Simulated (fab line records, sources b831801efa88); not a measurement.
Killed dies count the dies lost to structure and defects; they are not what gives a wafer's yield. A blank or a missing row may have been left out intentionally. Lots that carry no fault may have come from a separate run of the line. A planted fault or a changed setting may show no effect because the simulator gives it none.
Which of the tools did it? -- flow gf180mcu -- 15 lots (45 wafers sampled), 1 step of a 602-step route

WHAT EACH GAUGE READ, for each wafer
GF_V2_THK_MEAS_03. Usual: V2_CVD_02_THK gives 852 nm (standard deviation 11).
lot,measured,on,V2_CVD_02_THK (nm),flag
L754,day 19 20:47,film_metro-02,830 824 837,
L755,day 20 12:38,film_metro-04,864 857 868,
L756,day 21 06:16,film_metro-02,843 864 853,
L757,day 21 16:08,film_metro-04,832 842 828,
L760,day 22 10:50,film_metro-02,833 852 848,
L761,day 22 23:11,film_metro-04,843 834 846,
L763,day 23 09:58,film_metro-02,845 857 859,
L762,day 23 15:06,film_metro-04,845 844 860,
L765,day 24 01:30,film_metro-04,847 852 860,
L766,day 24 12:14,film_metro-01,848 853 865,
L767,day 24 21:14,film_metro-01,847 850 858,
L768,day 25 14:59,film_metro-04,837 840 846,
L771,day 26 07:26,film_metro-02,853 848 854,
L776,day 27 12:44,film_metro-01,864 862 855,
L775,day 27 15:02,film_metro-04,857 848 875,

TOOL THAT RAN EACH LOT (tool first, then ch and the chambers of the sampled wafers, then the start)
The record holds no process step before these readings.

AS READ BY THE TOOLS THEMSELVES (means over the sampled wafers that have a number; for cases with no such wafer, the mark the record gives instead)
The record holds no such reading with a usual standard deviation.

THE ANSWER, worked out from the rows above alone
Rule: lot off if the mean of its wafers having a number is beyond 3 standard deviations from the usual mean. Also off: a lot with no number at a reading for which 4 or more lots have one. All remaining lots with rows at the step are treated as sound. Order of review: gauges by route order, followed by the tools' own readings, for which a lot's mean as printed above is used. The first step at which some lot is off is used, and at that step the reading that is off furthest; a lot without a number counts as furthest.
Nothing can be told from this: no lot is off at any reading shown.

WHAT HAD BEEN PUT IN BY THE SIMULATOR
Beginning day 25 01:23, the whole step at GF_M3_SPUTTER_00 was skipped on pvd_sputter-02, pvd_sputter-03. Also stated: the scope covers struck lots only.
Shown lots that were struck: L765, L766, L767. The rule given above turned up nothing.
